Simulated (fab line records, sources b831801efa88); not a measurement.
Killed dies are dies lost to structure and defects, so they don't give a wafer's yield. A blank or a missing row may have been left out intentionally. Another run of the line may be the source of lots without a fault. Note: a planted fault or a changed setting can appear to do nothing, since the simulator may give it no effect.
A lot that was struck, set against a sound lot ; flow sky130 ; 15 out of 708 route steps
Sound: these wafers, L196.1, L196.4, L196.5. Wafers struck: L200.2, L200.3, L200.6. At the end, the cause is stated.
Order at every step that has rows: each side's tool, ch and its chambers, its first start. Under that, the readings that differ: sound wafers ; struck wafers ; difference of the means ; sigmas: that difference in standard deviations of wafers without a fault.
alike: words and numbers the same on both sides, and readings whose means are apart by under 2 such deviations; not compared: readings that were withheld, readings missing a value for some wafer, numbers with overlapping values and no deviation given by the record, and bounds like >300 which may hide the same value.
A row with sigmas, a row that says differs or no value, or rows on one side alone: a step with any of these is where the two part. Non-overlapping numbers with no deviation appear without sigmas and do not part them. A reading that every wafer of one side lacks parts them only if that side has two wafers or more.

first, 2 steps without rows for these wafers: SKY_VT_ADJUST_LVTN_PEB_16; SKY_VT_ADJUST_LVTN_DEVELOP_17 (develop time 60 s).
SKY_VT_ADJUST_LVTN_OVL_MEAS_18:
  sound on overlay-01, day 8 01:11; struck on overlay-02, day 9 12:53
  alike: VT_ADJUST_LVTN_01_OVL
then, 1 step without rows for these wafers: SKY_VT_ADJUST_LVTN_IMPLANT_19.
SKY_VT_ADJUST_LVTN_STRIP_20: strips in O2/N2.
  sound on plasma-asher-03 ch 0, day 8 01:26; struck on plasma-asher-04 ch 0,1, day 9 13:04
  alike: drypump-motor-current-A, oes-product-au, strip-time-to-endpoint-s
  not compared: rf-hours-counter-h
SKY_VT_ADJUST_LVTN_TW_MEAS_21:
  sound on film-metro-03, day 8 01:32; struck on film-metro-04, day 9 13:11
  alike: VT_ADJUST_LVTN_2_TW
then, 6 steps without rows for these wafers: SKY_VT_ADJUST_NCORE_DEHYDRATE_00 (time 60 s); SKY_VT_ADJUST_NCORE_HMDS_01 (prime time 60 s); SKY_VT_ADJUST_NCORE_COAT_02 (resist thk 1152 nm); SKY_VT_ADJUST_NCORE_SOFTBAKE_03 (time 60 s); SKY_VT_ADJUST_NCORE_EXPOSE_04 (exposes mask LVTN COMPLEMENT THIN, target cd 380 nm); SKY_VT_ADJUST_NCORE_PEB_05.
SKY_VT_ADJUST_NCORE_DEVELOP_06: develop time 60 s.
  sound on litho-track-03 ch 0, day 8 21:11; struck on litho-track-03 ch 0, day 10 10:40
  alike: chill-plate-temp-C
SKY_VT_ADJUST_NCORE_CD_MEAS_07 targets a cd of 380 nm.
  sound on cd-sem-01, day 8 21:20; struck on cd-sem-01, day 10 11:05
reading;sound;struck;difference;sigmas
cd-nm (nm);382.4 381.7 380.5;199.8 199.4 198.5;-182.3;-76
  not compared: hold
SKY_PAD_OPEN_PROBE_99:
  sound wafers here have rows in the record (prober-01, day 45 22:06); struck ones have none

## WHERE THEY PART
Earliest at SKY_VT_ADJUST_NCORE_CD_MEAS_07; latest, in this record, at SKY_PAD_OPEN_PROBE_99.

WHY: the cause the simulator had injected
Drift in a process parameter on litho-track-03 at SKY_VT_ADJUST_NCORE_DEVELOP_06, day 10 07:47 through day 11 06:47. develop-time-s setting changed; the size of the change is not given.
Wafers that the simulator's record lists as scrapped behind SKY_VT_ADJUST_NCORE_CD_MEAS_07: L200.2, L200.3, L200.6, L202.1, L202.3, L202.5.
